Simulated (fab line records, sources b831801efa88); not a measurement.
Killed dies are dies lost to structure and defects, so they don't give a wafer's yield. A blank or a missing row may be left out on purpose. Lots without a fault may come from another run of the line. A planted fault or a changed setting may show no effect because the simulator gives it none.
A struck lot beside a sound one | flow sky130 | 34 steps out of a route of 708
Sound: wafers L783.4, L783.5, L783.6. Struck: wafers L773.1, L773.5, L773.6. The cause comes at the end.
At each step with rows: each side's tool, then ch and its chambers, then its first start. Under that, the readings that differ: sound wafers | struck wafers | difference of the means | sigmas: that difference in standard deviations of wafers without a fault.
alike: readings whose means differ by less than 2 such deviations, and words and numbers that are the same on both sides. not compared: withheld readings, readings that some wafer has no value for, bounds like >300 that may hide the same value, and numbers for which the record gives no deviation and whose values overlap.
The two part at a step that has a row with sigmas, a row that says differs or no value, or rows on one side only. Numbers that don't overlap but have no deviation are shown without sigmas and don't part them. A reading that every wafer of one side lacks parts them only if that side has two wafers or more.

first, 9 steps without rows for these wafers: SKY_METAL1_DEHYDRATE_07 (time 60 s); SKY_METAL1_HMDS_08 (prime time 60 s); SKY_METAL1_COAT_09 (resist thk 60 nm); SKY_METAL1_COAT_10 (resist thk 450 nm); SKY_METAL1_SOFTBAKE_11 (time 90 s); SKY_METAL1_EXPOSE_12 (exposes mask MM1, target cd 140 nm); SKY_METAL1_PEB_13; SKY_METAL1_DEVELOP_14 (develop time 60 s); SKY_METAL1_DESCUM_17 (chemistry O2, time 8 s).
SKY_METAL1_ETCH_18: etches BARC in N2/H2, stops on SiO2, time 45.9 s, target depth 60 nm.
  sound on rie_metal-03 ch 0,1, day 39 21:38; struck on rie_metal-04 ch 0,1, day 36 22:52
  alike: drypump_motor_current_A, oes_product_au, throttle_valve_pct
  not compared: rf_hours_counter_h
then, 23 steps without rows for these wafers: SKY_METAL1_METAL_ETCH_19 (etches the open film in Cl2/BCl3, stops on SiO2, target depth 360 nm, time 78 s); SKY_METAL1_STRIP_20 (strips in O2/N2); SKY_METAL1_STRIP_21 (strips in post etch residue remover, time 1200 s); SKY_METAL1_CLEAN_22 (cleans in IPA, time 180 s); SKY_METAL1_CLEAN_23 (cleans in O3/DIW); SKY_VIA1_HDPCVD_00 (deposits SiO2, target thk 1030 nm, time 171.7 s); SKY_VIA1_CMP_02 (polishes SiO2); SKY_VIA1_DEHYDRATE_04 (time 60 s); SKY_VIA1_HMDS_05 (prime time 60 s); SKY_VIA1_COAT_06 (resist thk 60 nm); SKY_VIA1_COAT_07 (resist thk 450 nm); SKY_VIA1_SOFTBAKE_08 (time 90 s); SKY_VIA1_EXPOSE_09 (exposes mask VIM, target cd 150 nm); SKY_VIA1_PEB_10; SKY_VIA1_DEVELOP_11 (develop time 60 s); SKY_VIA1_ETCH_14 (etches BARC in N2/H2, stops on SiO2, time 45.9 s, target depth 60 nm); SKY_VIA1_ETCH_15 (etches SiO2 in C4F8/O2/Ar, stops on TiN, target depth 351 nm, time 54 s); SKY_VIA1_STRIP_16 (strips in O2/N2); SKY_VIA1_STRIP_17 (strips in post etch residue remover, time 1200 s); SKY_VIA1_CLEAN_18 (cleans in IPA, time 180 s); SKY_VIA1_CLEAN_19 (cleans in O3/DIW); SKY_VIA1_SPUTTER_20 (material TiN, target thk 20 nm, time 80 s); SKY_VIA1_CVD_21 (deposits W, target thk 270 nm, time 80.902 s).
-- the record jumps here: 12 days lie between the struck wafers' starts before and after (it left off in module VIA1 and takes up again in module PAD_OPEN, whose first step shown is number 708 of the route) --
SKY_PAD_OPEN_PROBE_99:
  sound on prober-01, day 51 02:57; struck on prober-02, day 48 18:04
  reading                               | sound             | struck            | difference | sigmas
  defect_limited_yield (%)              | 79.5 82.7 84.1    | 78.3 75.6 76.8    | -5.2       | -3
  killed_at_M0_to_M3                    | 54 44 37          | 73 90 73          | +34        | +5
  killed_dies                           | 101 85 78         | 107 120 114       | +26        | +3
  sort_bin_5_function (%)               | 10.8 9.8 7.9      | 12.2 14.8 15.0    | +4.5       | +3
  sort_n_pass                           | 391 407 414       | 385 372 378       | -26        | -3
  sort_yield_pct (%)                    | 79.5 82.7 84.1    | 78.3 75.6 76.8    | -5.2       | -3
  model.etest.tester.sort_n_pass        | 391 407 414       | 385 372 378       | -26        |
  model.etest.tester.sort_yield_pct (%) | 79.47 82.72 84.15 | 78.25 75.61 76.83 | -5.22      |
  model.etest.tester.sort_bin_5_pct (%) | 10.77 9.756 7.927 | 12.2 14.84 15.04  | +4.5       |
  model.etest.tester.sort_bin_3_pct (%) | 1.626 1.22 1.016  | 1.829 2.033 2.642 | +0.881     |
  alike: killed_at_M4_up, killed_at_contacts, killed_at_front_end, killed_at_other, killed_open, killed_short, sort_bin_3_pad_short, sort_bin_6_memory
  not compared: model.etest.tester.sort_bin_6_pct

WHERE THEY PART
Only at SKY_PAD_OPEN_PROBE_99, within this record.

WHY: what the simulator had put in
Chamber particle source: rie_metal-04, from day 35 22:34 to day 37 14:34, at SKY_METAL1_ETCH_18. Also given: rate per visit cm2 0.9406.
